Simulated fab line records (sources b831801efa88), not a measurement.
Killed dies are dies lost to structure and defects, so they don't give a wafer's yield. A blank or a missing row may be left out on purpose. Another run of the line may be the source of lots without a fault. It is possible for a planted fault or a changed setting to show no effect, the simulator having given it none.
fab line records | flow gf180mcu
record: lots: 5 wafers: 15 last_day: 34
route steps=602 shown PSD@250 NSD@262 SAB@264 SALICIDE@278 CONTACT@287
lots that met no fault: taken from a fault-free run of the same line
start_h: hours from the record's opening day to when the first of the lot's shown wafers began | wait_h: hours since the lot's step before | " unchanged from the row above | L1.1+2: one row covering several wafers at once | - either no value or no given start | * or withheld: withheld | < > ~ a bound
route shown NAME@n: names a module that has steps shown in the file, with the first one's number in the route | usual: mean/standard deviation taken from wafers without a fault | same: alike in all rows | chamber/n: place in a boat | sites: per-site readings | _std_site: the values' standard deviation | _edge_site: the outer-site mean with the inner-site mean subtracted | radius_mm: how far each site lies from the wafer's centre | mask NAME#n: copy n | behind: tool/chamber where the wafer was last shaped | hold: why the lot went on hold/how many hours it stayed there/how the hold came to an end | device: whichever transistor did not switch (one of n, p or np) | end of line: the route-end tests of the same wafers | step lacking rows: just its recipe | killed: dies that structure and defects cost at the first sort, which is not the same as the wafer's yield | map: a wafer's dies, marking killed ones x, the rest . and places with no die _
set.NAME: the setting that was run; set.NAME@STEP: the one run at that earlier step | model.NAME: the simulator's own value behind a step, which no gauge read
certain route steps with their lots: each step a table, each wafer a row
services: when a tool's chamber went out of use (start_h, in hours from the record's first day, below 0 if earlier), for how many hours, and the reason
== steps ==
step: GF_PSD_COAT_02
recipe: resist: NOVOLAK spin_rpm: 3000 resist_thk_nm: 1000
columns lot.wafer tool chamber start_h wait_h
L075.1+4+5 litho_track-02 0 305.19 0.1
L077.2+3+4 litho_track-04 0 329.37 0.1
L084.1+3+5 litho_track-04 0 385.09 0.1
L088.1+3+5 litho_track-04 0 417.94 0.1
L094.1+2+3 litho_track-03 0 480.90 0.1
step: GF_PSD_SOFTBAKE_03
recipe: temp_c: 90 time_s: 60 resist: NOVOLAK
columns lot.wafer tool chamber start_h wait_h
L075.1+4+5 litho_track-02 0 305.34 0.1
L077.2+3+4 litho_track-04 0 329.52 0.1
L084.1+3+5 litho_track-04 0 385.24 0.1
L088.1+3+5 litho_track-04 0 418.09 0.1
L094.1+2+3 litho_track-03 0 481.05 0.1
step: GF_PSD_EXPOSE_04
recipe: mask_id: Pplus target_cd_nm: 400 na: 0.6 source_shape: conventional sigma_outer: 0.6 dose_mj: 140
usual: stage_vel_mm_s: 500.02/0.24
columns lot.wafer tool chamber start_h wait_h mask stage_vel_mm_s
L075.1 iline_stepper-01 0 - - Pplus#0 499.86
L075.4 " 0 " " Pplus#0 499.73
L075.5 " 0 " " Pplus#0 499.53
L077.2 iline_stepper-02 0 - - Pplus#0 500.02
L077.3 " 0 " " Pplus#0 500.35
L077.4 " 0 " " Pplus#0 500.02
L084.1 iline_stepper-02 0 - - Pplus#0 499.40
L084.3 " 0 " " Pplus#0 499.95
L084.5 " 0 " " Pplus#0 499.73
L088.1 iline_stepper-02 0 - - Pplus#0 500.19
L088.3 " 0 " " Pplus#0 500.51
L088.5 " 0 " " Pplus#0 499.83
L094.1 iline_stepper-02 0 - - Pplus#0 500.06
L094.2 " 0 " " Pplus#0 500.28
L094.3 " 0 " " Pplus#0 500.32
step: GF_PSD_PEB_05
recipe: temp_c: withheld time_s: * resist: NOVOLAK
columns lot.wafer tool chamber start_h wait_h
L075.1+4+5 litho_track-03 0 - -
L077.2+3+4 litho_track-02 0 - -
L084.1+3+5 litho_track-03 0 - -
L088.1+3+5 litho_track-03 0 - -
L094.1+2+3 litho_track-04 0 - -
step: GF_PSD_DEVELOP_06
recipe: develop_time_s: 60 dev_temp_c: 23
columns lot.wafer tool chamber start_h wait_h
L075.1+4+5 litho_track-03 0 315.55 0.1
L077.2+3+4 litho_track-02 0 339.61 0.1
L084.1+3+5 litho_track-03 0 396.45 0.1
L088.1+3+5 litho_track-03 0 429.80 0.1
L094.1+2+3 litho_track-04 0 492.79 0.1
step: GF_PSD_CD_MEAS_07
recipe: target_cd_nm: 400
usual: cd_nm: 400.7/2.1
columns lot.wafer tool chamber start_h wait_h cd_nm
L075.1 cd_sem-02 - 315.70 0.1 397.2
L075.4 " - " " 397.9
L075.5 " - " " 400.1
L077.2 cd_sem-01 - 339.76 0.1 398.2
L077.3 " - " " 400.4
L077.4 " - " " 397.1
L084.1 cd_sem-02 - 396.60 0.1 404.1
L084.3 " - " " 404.4
L084.5 " - " " 404.8
L088.1 cd_sem-02 - 429.95 0.1 398.1
L088.3 " - " " 399.8
L088.5 " - " " 399.5
L094.1 cd_sem-02 - 492.94 0.1 400.8
L094.2 " - " " 403.2
L094.3 " - " " 403.4
step: GF_PSD_OVL_MEAS_08
usual: PSD_OVL: -0.3/1.2
columns lot.wafer tool chamber start_h wait_h PSD_OVL[nm]
L075.1 overlay-02 - 315.82 0.1 -2.0
L075.4 " - " " 0.3
L075.5 " - " " -0.3
L077.2 overlay-01 - 339.86 0.1 1.1
L077.3 " - " " -1.5
L077.4 " - " " 1.2
L084.1 overlay-02 - 396.72 0.1 1.3
L084.3 " - " " 1.0
L084.5 " - " " -0.8
L088.1 overlay-01 - 430.07 0.1 -0.1
L088.3 " - " " 0.1
L088.5 " - " " -1.0
L094.1 overlay-01 - 493.06 0.1 -1.2
L094.2 " - " " 0.5
L094.3 " - " " -1.3
step: GF_PSD_IMPLANT_09
recipe: species: BF2 energy_kev: 40 dose_cm2: 1.5e+15 tilt_deg: 7
columns lot.wafer tool chamber start_h wait_h
L075.1+4+5 implanter-04 0 315.85 0.0
L077.2+3+4 implanter-02 0 339.92 0.0
L084.1+3+5 implanter-02 0 396.75 0.0
L088.1+3+5 implanter-04 0 430.10 0.0
L094.1+2+3 implanter-02 0 493.10 0.0
step: GF_PSD_STRIP_10
recipe: chemistry: O2/N2 power_w: 1400 pressure_mtorr: 1500 platen_temp_c: 250 o2_flow_sccm: 3000 n2_flow_sccm: 300 overash_fraction: 0.5
usual: drypump_motor_current_A: 6.0/0.52 heater_power_w: 331/33 oes_product_au: 0.591/0.0047 strip_time_to_endpoint_s: 16.52/0.034
columns lot.wafer tool chamber start_h wait_h drypump_motor_current_A heater_power_w oes_product_au rf_hours_counter_h strip_time_to_endpoint_s
L075.1 plasma_asher-03 0 316.00 0.1 6.1 327 0.591 64 16.50
L075.4 " 1 " " 6.6 335 0.586 - 16.53
L075.5 " 0 " " 6.1 320 0.583 - 16.55
L077.2 plasma_asher-01 0 340.04 0.1 6.3 337 0.594 74 16.50
L077.3 " 1 " " 5.6 404 0.588 - 16.50
L077.4 " 0 " " 6.4 333 0.593 - 16.49
L084.1 plasma_asher-04 0 396.90 0.1 5.9 272 0.593 63 16.53
L084.3 " 1 " " 5.1 323 0.591 - 16.53
L084.5 " 1 " " 5.1 321 0.593 - 16.54
L088.1 plasma_asher-03 0 430.25 0.1 6.1 357 0.596 0 16.61
L088.3 " 1 " " 6.6 335 0.591 - 16.59
L088.5 " 0 " " 6.1 368 0.592 - 16.59
L094.1 plasma_asher-01 1 493.25 0.1 5.6 400 0.592 81 16.53
L094.2 " 0 " " 6.3 332 0.586 81 16.53
L094.3 " 1 " " 5.6 400 0.589 - 16.49
step: GF_PSD_TW_MEAS_11
usual: PSD_TW: 3145/31
columns lot.wafer tool chamber start_h wait_h PSD_TW
L075.1 film_metro-02 - 316.10 0.1 3136
L075.4 " - " " 3178
L075.5 " - " " 3165
L077.2 film_metro-03 - 340.15 0.1 3127
L077.3 " - " " 3139
L077.4 " - " " 3138
L084.1 film_metro-01 - 397.00 0.1 3177
L084.3 " - " " 3184
L084.5 " - " " 3192
L088.1 film_metro-02 - 430.35 0.1 3168
L088.3 " - " " 3164
L088.5 " - " " 3158
L094.1 film_metro-01 - 493.35 0.1 3181
L094.2 " - " " 3168
L094.3 " - " " 3171
step: GF_PSD_CLEAN_12
recipe: chemistry: SC1/SC2 mix: 1:4:20 temp_c: 70 time_s: 150 dry: n2_spin
columns lot.wafer tool chamber start_h wait_h
L075.1+4+5 wet_bench-02 3 316.16 0.1
L077.2+3+4 wet_bench-02 1 340.20 0.0
L084.1+3+5 wet_bench-02 0 397.06 0.1
L088.1+3+5 wet_bench-03 0 430.41 0.1
L094.1+2+3 wet_bench-03 3 493.41 0.1
step: GF_PSD_RTA_13
recipe: temp_c: 1025 time_s: 20 ambient: N2
usual: lamp_power_pct: 35.8/0.59 wafer_temp_C_max: 1029.3/0.91
columns lot.wafer tool chamber start_h wait_h lamp_power_pct wafer_temp_C_max
L075.1 rtp_anneal-02 0 316.21 0.0 35.4 1028.4
L075.4 " 0 " " 35.5 1028.5
L075.5 " 0 " " 35.4 1029.5
L077.2 rtp_anneal-02 0 340.27 0.0 35.4 1028.7
L077.3 " 0 " " 35.5 1029.3
L077.4 " 0 " " 35.5 1028.3
L084.1 rtp_anneal-02 0 397.12 0.0 35.4 1031.6
L084.3 " 0 " " 35.4 1030.2
L084.5 " 0 " " 35.4 1030.4
L088.1 rtp_anneal-02 0 430.46 0.0 35.4 1028.8
L088.3 " 0 " " 35.4 1029.3
L088.5 " 0 " " 35.4 1032.0
L094.1 rtp_anneal-02 0 493.51 0.0 35.4 1029.3
L094.2 " 0 " " 35.4 1029.7
L094.3 " 0 " " 35.5 1030.5
step: GF_PSD_RS_MEAS_14
recipe: thk_meas_gauge: four-point-probe
usual: NSD_RS: 46.08/0.076
columns lot.wafer tool chamber start_h wait_h NSD_RS[ohm/sq]
L075.1 film_metro-03 - 316.30 0.1 46.04
L075.4 " - " " 46.02
L075.5 " - " " 46.03
L077.2 film_metro-02 - 340.36 0.1 45.99
L077.3 " - " " 46.02
L077.4 " - " " 46.00
L084.1 film_metro-02 - 397.20 0.1 46.13
L084.3 " - " " 46.00
L084.5 " - " " 46.04
L088.1 film_metro-01 - 430.55 0.1 46.19
L088.3 " - " " 46.20
L088.5 " - " " 46.29
L094.1 film_metro-02 - 493.59 0.1 46.11
L094.2 " - " " 46.22
L094.3 " - " " 46.21
step: GF_PSD_RS_MEAS_15
recipe: thk_meas_gauge: four-point-probe
usual: PSD_RS: 108.42/0.28
columns lot.wafer tool chamber start_h wait_h PSD_RS[ohm/sq]
L075.1 film_metro-03 - 316.42 0.1 108.23
L075.4 " - " " 107.90
L075.5 " - " " 108.65
L077.2 film_metro-02 - 340.48 0.1 108.26
L077.3 " - " " 108.03
L077.4 " - " " 108.09
L084.1 film_metro-02 - 397.32 0.1 108.50
L084.3 " - " " 108.33
L084.5 " - " " 108.50
L088.1 film_metro-01 - 430.67 0.1 108.56
L088.3 " - " " 108.41
L088.5 " - " " 108.13
L094.1 film_metro-02 - 493.71 0.1 108.86
L094.2 " - " " 108.73
L094.3 " - " " 109.00
step: GF_SAB_CVD_00
recipe: material: SiO2 target_thk_nm: 50 precursor: TEOS temp_c: 400 time_s: 4.9302 rf_w: 600
usual: heater_power_w: 664/70
columns lot.wafer tool chamber start_h wait_h heater_power_w
L075.1 pecvd-04 1 316.54 0.1 649
L075.4 " 2 " " 567
L075.5 " 1 " " 649
L077.2 pecvd-01 1 340.58 0.1 583
L077.3 " 0 " " 647
L077.4 " 0 " " 652
L084.1 pecvd-04 2 397.44 0.1 665
L084.3 " 1 " " 528
L084.5 " 1 " " 529
L088.1 pecvd-03 1 430.79 0.1 711
L088.3 " 2 " " 636
L088.5 " 1 " " 734
L094.1 pecvd-03 0 493.83 0.1 731
L094.2 " 2 " " 611
L094.3 " 1 " " 730
step: GF_SAB_THK_MEAS_01
recipe: reads: SiO2_of_SAB_CVD_00
usual: SAB_CVD_00_THK: 50.1/0.62
columns lot.wafer tool chamber start_h wait_h SAB_CVD_00_THK[nm]
L075.1 film_metro-02 - 316.56 0.0 50.0
L075.4 " - " " 50.7
L075.5 " - " " 50.7
L077.2 film_metro-01 - 340.61 0.0 49.8
L077.3 " - " " 49.5
L077.4 " - " " 50.1
L084.1 film_metro-01 - 397.46 0.0 50.1
L084.3 " - " " 49.6
L084.5 " - " " 50.0
L088.1 film_metro-04 - 430.80 0.0 49.9
L088.3 " - " " 50.2
L088.5 " - " " 50.6
L094.1 film_metro-04 - 493.85 0.0 49.1
L094.2 " - " " 48.2
L094.3 " - " " 49.1
step: GF_SAB_DEHYDRATE_02
recipe: temp_c: 200 time_s: 60
columns lot.wafer tool chamber start_h wait_h
L075.1+4+5 litho_track-02 0 325.69 9.1
L077.2+3+4 litho_track-04 0 350.52 9.9
L084.1+3+5 litho_track-04 0 408.54 11.1
L088.1+3+5 litho_track-04 0 442.49 11.7
L094.1+2+3 litho_track-02 0 505.04 11.2
step: GF_SAB_HMDS_03
recipe: prime_time_s: 60 prime_temp_c: 120
columns lot.wafer tool chamber start_h wait_h
L075.1+4+5 litho_track-02 0 325.84 0.1
L077.2+3+4 litho_track-04 0 350.67 0.1
L084.1+3+5 litho_track-04 0 408.69 0.1
L088.1+3+5 litho_track-04 0 442.64 0.1
L094.1+2+3 litho_track-02 0 505.19 0.1
step: GF_SAB_COAT_04
recipe: resist: NOVOLAK spin_rpm: 3000 resist_thk_nm: 1000
columns lot.wafer tool chamber start_h wait_h
L075.1+4+5 litho_track-02 0 325.99 0.1
L077.2+3+4 litho_track-04 0 350.82 0.1
L084.1+3+5 litho_track-04 0 408.84 0.1
L088.1+3+5 litho_track-04 0 442.79 0.1
L094.1+2+3 litho_track-02 0 505.34 0.1
step: GF_SAB_SOFTBAKE_05
recipe: temp_c: 90 time_s: 60 resist: NOVOLAK
columns lot.wafer tool chamber start_h wait_h
L075.1+4+5 litho_track-02 0 326.14 0.1
L077.2+3+4 litho_track-04 0 350.97 0.1
L084.1+3+5 litho_track-04 0 408.99 0.1
L088.1+3+5 litho_track-04 0 442.94 0.1
L094.1+2+3 litho_track-02 0 505.49 0.1
step: GF_SAB_EXPOSE_06
recipe: mask_id: SAB target_cd_nm: 420 na: 0.6 source_shape: conventional sigma_outer: 0.6 dose_mj: 140
usual: stage_vel_mm_s: 499.97/0.25
columns lot.wafer tool chamber start_h wait_h mask stage_vel_mm_s
L075.1 iline_stepper-02 0 - - SAB#0 499.99
L075.4 " 0 " " SAB#0 500.20
L075.5 " 0 " " SAB#0 500.12
L077.2 iline_stepper-02 0 - - SAB#0 500.17
L077.3 " 0 " " SAB#0 499.79
L077.4 " 0 " " SAB#0 500.24
L084.1 iline_stepper-02 0 - - SAB#0 499.70
L084.3 " 0 " " SAB#0 499.72
L084.5 " 0 " " SAB#0 499.97
L088.1 iline_stepper-01 0 - - SAB#0 499.55
L088.3 " 0 " " SAB#0 499.88
L088.5 " 0 " " SAB#0 499.89
L094.1 iline_stepper-02 0 - - SAB#0 499.85
L094.2 " 0 " " SAB#0 500.26
L094.3 " 0 " " SAB#0 500.36
step: GF_SAB_PEB_07
recipe: temp_c: withheld time_s: * resist: NOVOLAK
columns lot.wafer tool chamber start_h wait_h
L075.1+4+5 litho_track-04 0 - -
L077.2+3+4 litho_track-02 0 - -
L084.1+3+5 litho_track-02 0 - -
L088.1+3+5 litho_track-04 0 - -
L094.1+2+3 litho_track-02 0 - -
step: GF_SAB_DEVELOP_08
recipe: develop_time_s: 60 dev_temp_c: 23
columns lot.wafer tool chamber start_h wait_h
L075.1+4+5 litho_track-04 0 336.54 0.1
L077.2+3+4 litho_track-02 0 361.61 0.1
L084.1+3+5 litho_track-02 0 420.64 0.1
L088.1+3+5 litho_track-04 0 454.69 0.1
L094.1+2+3 litho_track-02 0 517.28 0.1
step: GF_SAB_CD_MEAS_09
recipe: target_cd_nm: 420
usual: cd_nm: 418.9/2.6
columns lot.wafer tool chamber start_h wait_h cd_nm
L075.1 cd_sem-02 - 336.69 0.1 420.7
L075.4 " - " " 423.3
L075.5 " - " " 421.2
L077.2 cd_sem-02 - 361.76 0.1 416.9
L077.3 " - " " 417.1
L077.4 " - " " 415.4
L084.1 cd_sem-01 - 420.79 0.1 414.8
L084.3 " - " " 415.9
L084.5 " - " " 418.3
L088.1 cd_sem-02 - 454.84 0.1 418.4
L088.3 " - " " 422.1
L088.5 " - " " 419.5
L094.1 cd_sem-02 - 517.43 0.1 419.6
L094.2 " - " " 417.7
L094.3 " - " " 416.5
step: GF_SAB_OVL_MEAS_10
usual: SAB_OVL: 0.6/1.7
columns lot.wafer tool chamber start_h wait_h SAB_OVL[nm]
L075.1 overlay-01 - 336.81 0.1 1.8
L075.4 " - " " 0.6
L075.5 " - " " 2.9
L077.2 overlay-02 - 361.86 0.1 -1.6
L077.3 " - " " 1.6
L077.4 " - " " 2.7
L084.1 overlay-02 - 420.91 0.1 3.4
L084.3 " - " " 2.4
L084.5 " - " " 4.2
L088.1 overlay-01 - 454.96 0.1 0.0
L088.3 " - " " -2.8
L088.5 " - " " -3.6
L094.1 overlay-01 - 517.55 0.1 0.9
L094.2 " - " " 2.0
L094.3 " - " " 0.2
step: GF_SAB_ETCH_11
recipe: chemistry: C4F8/O2/Ar mask_material: NOVOLAK target: SiO2 target_depth_nm: 55 source_w: 1500 bias_w: 1200 pressure_mtorr: 40 c4f8_flow_sccm: withheld O2_flow_sccm: 6 Ar_flow_sccm: 300 time_s: 8.5
usual: oes_product_au: 1.000/0.0077
columns lot.wafer tool chamber start_h wait_h oes_product_au rf_hours_counter_h
L075.1 rie_diel-03 2 336.85 0.0 1.010 3
L075.4 " 1 " " 0.995 4
L075.5 " 3 " " 0.996 -
L077.2 rie_diel-03 2 361.89 0.0 1.008 3
L077.3 " 1 " " 1.007 4
L077.4 " 0 " " 0.999 107
L084.1 rie_diel-02 1 420.94 0.0 1.000 5
L084.3 " 0 " " 1.004 62
L084.5 " 3 " " 0.994 -
L088.1 rie_diel-02 3 455.00 0.0 1.012 98
L088.3 " 1 " " 1.010 5
L088.5 " 2 " " 1.000 -
L094.1 rie_diel-02 3 517.59 0.0 0.989 1
L094.2 " 0 " " 0.997 64
L094.3 " 1 " " 0.993 7
step: GF_SAB_WET_ETCH_12
recipe: chemistry: dHF target_depth_nm: 22 dry: n2_spin target: SiO2 temp_c: 25 dilution: 100:1 time_s: 440
columns lot.wafer tool chamber start_h wait_h
L075.1+4+5 wet_bench-04 1 336.87 0.0
L077.2+3+4 wet_bench-01 0 361.91 0.0
L084.1+3+5 wet_bench-04 2 420.96 0.0
L088.1+3+5 wet_bench-01 3 455.02 0.0
L094.1+2+3 wet_bench-03 1 517.61 0.0
step: GF_SAB_STRIP_13
recipe: chemistry: O2/N2 power_w: 1400 pressure_mtorr: 1500 platen_temp_c: 250 o2_flow_sccm: 3000 n2_flow_sccm: 300 overash_fraction: 0.5
usual: drypump_motor_current_A: 5.6/0.57 heater_power_w: 317/26 oes_product_au: 0.710/0.0046 strip_time_to_endpoint_s: 12.61/0.037
columns lot.wafer tool chamber start_h wait_h drypump_motor_current_A heater_power_w oes_product_au rf_hours_counter_h strip_time_to_endpoint_s
L075.1 plasma_asher-03 1 337.01 0.0 6.7 334 0.715 66 12.65
L075.4 " 0 " " 6.1 332 0.702 - 12.63
L075.5 " 1 " " 6.7 335 0.699 - 12.65
L077.2 plasma_asher-04 0 362.05 0.0 5.9 271 0.707 58 12.60
L077.3 " 0 " " 5.8 272 0.713 - 12.61
L077.4 " 1 " " 5.1 320 0.718 - 12.59
L084.1 plasma_asher-02 1 421.09 0.0 5.0 337 0.699 28 12.62
L084.3 " 1 " " 5.0 341 0.713 - 12.57
L084.5 " 1 " " 5.0 337 0.708 - 12.64
L088.1 plasma_asher-04 1 455.15 0.0 5.1 318 0.710 71 12.65
L088.3 " 1 " " 5.1 316 0.698 - 12.65
L088.5 " 1 " " 5.1 323 0.707 - 12.66
L094.1 plasma_asher-03 0 517.75 0.0 6.1 355 0.708 9 12.61
L094.2 " 1 " " 6.6 337 0.712 9 12.62
L094.3 " 1 " " 6.7 335 0.707 - 12.56
step: GF_SALICIDE_CLEAN_00
recipe: chemistry: SC1/SC2 mix: 1:4:20 temp_c: 70 time_s: 150
columns lot.wafer tool chamber start_h wait_h
L075.1+4+5 wet_bench-01 2 337.11 0.1
L077.2+3+4 wet_bench-04 1 362.15 0.1
L084.1+3+5 wet_bench-01 3 421.19 0.1
L088.1+3+5 wet_bench-01 0 455.25 0.1
L094.1+2+3 wet_bench-01 2 517.85 0.1
step: GF_SALICIDE_WET_ETCH_01
recipe: chemistry: dHF target_depth_nm: 5 dry: ipa_marangoni target: SiO2 temp_c: 25 dilution: 100:1 time_s: 100
columns lot.wafer tool chamber start_h wait_h
L075.1+4+5 wet_bench-04 1 337.16 0.0
L077.2+3+4 wet_bench-02 1 362.20 0.0
L084.1+3+5 wet_bench-04 2 421.24 0.0
L088.1+3+5 wet_bench-02 1 455.30 0.0
L094.1+2+3 wet_bench-04 2 517.91 0.0
step: GF_SALICIDE_SPUTTER_02
recipe: material: Co target_thk_nm: 10 power_w: 1000 time_s: 20 chamber_pressure_pa: 0.4
usual: throttle_valve_pct: 30.5/1.3
columns lot.wafer tool chamber start_h wait_h throttle_valve_pct
L075.1 pvd_sputter-01 - 337.20 0.0 30.5
L075.4 " - " " 32.6
L075.5 " - " " 32.8
L077.2 pvd_sputter-01 - 362.23 0.0 31.6
L077.3 " - " " 30.0
L077.4 " - " " 30.8
L084.1 pvd_sputter-01 - 421.28 0.0 30.3
L084.3 " - " " 30.8
L084.5 " - " " 30.6
L088.1 pvd_sputter-01 - 455.34 0.0 33.0
L088.3 " - " " 30.7
L088.5 " - " " 30.6
L094.1 pvd_sputter-01 - 517.95 0.0 31.5
L094.2 " - " " 30.8
L094.3 " - " " 32.7
step: GF_SALICIDE_SPUTTER_03
recipe: material: TiN target_thk_nm: 20 power_w: 6500 time_s: 16.7 chamber_pressure_pa: 0.4
usual: throttle_valve_pct: 30.6/1.3
columns lot.wafer tool chamber start_h wait_h throttle_valve_pct
L075.1 pvd_sputter-01 - 337.23 0.0 30.5
L075.4 " - " " 32.5
L075.5 " - " " 32.9
L077.2 pvd_sputter-01 - 362.26 0.0 31.8
L077.3 " - " " 30.5
L077.4 " - " " 30.8
L084.1 pvd_sputter-01 - 421.31 0.0 30.4
L084.3 " - " " 30.8
L084.5 " - " " 30.5
L088.1 pvd_sputter-01 - 455.36 0.0 32.5
L088.3 " - " " 30.8
L088.5 " - " " 30.5
L094.1 pvd_sputter-01 - 517.97 0.0 31.5
L094.2 " - " " 30.7
L094.3 " - " " 32.8
step: GF_SALICIDE_RS_MEAS_04
recipe: thk_meas_gauge: four-point-probe reads: TiN_of_SALICIDE_SPUTTER_03+Co_of_SALICIDE_SPUTTER_02
usual: SALICIDE_TIN_RS: 16.35/0.27
columns lot.wafer tool chamber start_h wait_h SALICIDE_TIN_RS[ohm/sq]
L075.1 film_metro-02 - 337.26 0.0 16.35
L075.4 " - " " 16.34
L075.5 " - " " 16.35
L077.2 film_metro-03 - 362.31 0.0 16.34
L077.3 " - " " 16.20
L077.4 " - " " 16.45
L084.1 film_metro-03 - 421.33 0.0 16.37
L084.3 " - " " 16.75
L084.5 " - " " 16.65
L088.1 film_metro-03 - 455.39 0.0 15.96
L088.3 " - " " 16.43
L088.5 " - " " 16.15
L094.1 film_metro-03 - 518.00 0.0 16.49
L094.2 " - " " 16.67
L094.3 " - " " 16.14
step: GF_SALICIDE_THK_MEAS_05
recipe: thk_meas_gauge: xrf reads: TiN_of_SALICIDE_SPUTTER_03
usual: SALICIDE_TIN_THK: 20.01/0.24
columns lot.wafer tool chamber start_h wait_h SALICIDE_TIN_THK[nm]
L075.1 film_metro-02 - 337.38 0.1 20.02
L075.4 " - " " 20.04
L075.5 " - " " 20.04
L077.2 film_metro-03 - 362.42 0.1 20.17
L077.3 " - " " 20.06
L077.4 " - " " 20.10
L084.1 film_metro-03 - 421.45 0.1 19.87
L084.3 " - " " 19.67
L084.5 " - " " 19.93
L088.1 film_metro-03 - 455.51 0.1 20.19
L088.3 " - " " 19.83
L088.5 " - " " 20.00
L094.1 film_metro-03 - 518.12 0.1 20.18
L094.2 " - " " 20.21
L094.3 " - " " 20.18
step: GF_SALICIDE_RTA_06
recipe: temp_c: 530 time_s: 30 ambient: N2
usual: lamp_power_pct: 6.52/0.12 wafer_temp_C_max: 532.2/0.46
columns lot.wafer tool chamber start_h wait_h lamp_power_pct wafer_temp_C_max
L075.1 rtp_anneal-02 0 337.44 0.1 6.42 532.4
L075.4 " 0 " " 6.43 531.3
L075.5 " 0 " " 6.44 532.2
L077.2 rtp_anneal-02 0 362.48 0.1 6.42 532.1
L077.3 " 0 " " 6.43 532.6
L077.4 " 0 " " 6.42 532.7
L084.1 rtp_anneal-01 0 421.51 0.1 6.67 531.8
L084.3 " 0 " " 6.67 532.1
L084.5 " 0 " " 6.67 532.0
L088.1 rtp_anneal-01 0 455.57 0.1 6.67 531.5
L088.3 " 0 " " 6.68 532.1
L088.5 " 0 " " 6.66 531.8
L094.1 rtp_anneal-01 0 518.18 0.1 6.67 531.7
L094.2 " 0 " " 6.68 532.4
L094.3 " 0 " " 6.66 531.8
step: GF_SALICIDE_WET_ETCH_07
recipe: chemistry: SPM target_depth_nm: 120 dry: n2_spin
columns lot.wafer tool chamber start_h wait_h
L075.1+4+5 wet_bench-02 1 337.54 0.1
L077.2+3+4 wet_bench-01 2 362.57 0.1
L084.1+3+5 wet_bench-02 0 421.61 0.1
L088.1+3+5 wet_bench-02 2 455.67 0.1
L094.1+2+3 wet_bench-02 1 518.28 0.1
step: GF_SALICIDE_RTA_08
recipe: temp_c: 800 time_s: 30 ambient: N2
usual: lamp_power_pct: 18.0/0.3 wafer_temp_C_max: 803.5/0.69
columns lot.wafer tool chamber start_h wait_h lamp_power_pct wafer_temp_C_max
L075.1 rtp_anneal-02 0 337.63 0.0 17.9 803.6
L075.4 " 0 " " 17.9 803.4
L075.5 " 0 " " 17.9 803.2
L077.2 rtp_anneal-02 0 362.67 0.0 17.9 804.0
L077.3 " 0 " " 17.8 804.2
L077.4 " 0 " " 17.9 804.1
L084.1 rtp_anneal-02 0 421.71 0.0 17.9 803.6
L084.3 " 0 " " 17.8 804.2
L084.5 " 0 " " 17.9 803.3
L088.1 rtp_anneal-02 0 455.76 0.0 17.8 804.0
L088.3 " 0 " " 17.8 803.0
L088.5 " 0 " " 17.8 803.5
L094.1 rtp_anneal-02 0 518.37 0.0 17.9 803.1
L094.2 " 0 " " 17.9 804.6
L094.3 " 0 " " 17.8 803.6
step: GF_CONTACT_CVD_00
recipe: material: SiO2 target_thk_nm: 300 sigma_open_frac: 0.3 temp_c: 400 time_s: 50 sih4_flow_sccm: 60 pressure_mtorr: 6
usual: sih4_flow_sccm: 59.99/0.19
columns lot.wafer tool chamber start_h wait_h sih4_flow_sccm
L075.1 hdpcvd-02 0 337.73 0.1 59.80
L075.4 " 2 " " 60.15
L075.5 " 0 " " 60.24
L077.2 hdpcvd-01 0 362.76 0.1 60.57
L077.3 " 2 " " 60.15
L077.4 " 1 " " 60.16
L084.1 hdpcvd-01 2 421.81 0.1 60.19
L084.3 " 0 " " 60.01
L084.5 " 1 " " 60.08
L088.1 hdpcvd-02 0 455.86 0.1 60.15
L088.3 " 2 " " 59.60
L088.5 " 2 " " 59.96
L094.1 hdpcvd-02 2 518.47 0.1 60.21
L094.2 " 0 " " 59.68
L094.3 " 1 " " 60.07
step: GF_CONTACT_THK_MEAS_01
recipe: reads: SiO2_of_CONTACT_CVD_00
usual: CONTACT_CVD_00_THK: 298.0/3
columns lot.wafer tool chamber start_h wait_h CONTACT_CVD_00_THK[nm]
L075.1 film_metro-04 - 337.77 0.0 298.9
L075.4 " - " " 293.6
L075.5 " - " " 297.9
L077.2 film_metro-01 - 362.81 0.0 296.7
L077.3 " - " " 295.2
L077.4 " - " " 295.3
L084.1 film_metro-03 - 421.85 0.0 296.0
L084.3 " - " " 299.2
L084.5 " - " " 300.9
L088.1 film_metro-03 - 455.91 0.0 293.6
L088.3 " - " " 294.9
L088.5 " - " " 293.5
L094.1 film_metro-01 - 518.52 0.0 297.3
L094.2 " - " " 292.9
L094.3 " - " " 297.2
== services ==
columns tool chamber start_h hours kind
iline_stepper-02 - 300.98 3.9 repair
rie_diel-02 3 305.13 12.9 repair
hdpcvd-02 - 317.95 2.8 pm
rtp_anneal-01 - 331.59 64.7 pm
hdpcvd-02 1 347.74 3.7 repair
implanter-02 - 369.48 3.9 pm
rie_diel-02 2 387.04 12.5 repair
plasma_asher-03 - 390.25 1.5 repair
rtp_anneal-02 - 396.24 0.6 pm
implanter-02 - 413.30 0.6 repair
plasma_asher-04 - 416.42 1.3 repair
pvd_sputter-01 - 416.62 1.2 repair
plasma_asher-03 - 421.25 9.0 pm
rie_diel-02 3 437.04 5.2 repair
iline_stepper-02 - 456.20 0.8 repair
implanter-02 - 457.13 20.1 pm
plasma_asher-03 - 466.03 2.8 repair
iline_stepper-02 - 472.46 1.7 pm
rie_diel-02 - 473.14 0.2 repair
wet_bench-03 - 474.65 9.9 repair
hdpcvd-02 1 477.01 11.2 repair
hdpcvd-02 2 497.18 8.2 repair
pvd_sputter-01 - 499.30 3.4 repair
iline_stepper-02 - 517.45 28.9 pm
== key ==
fault none
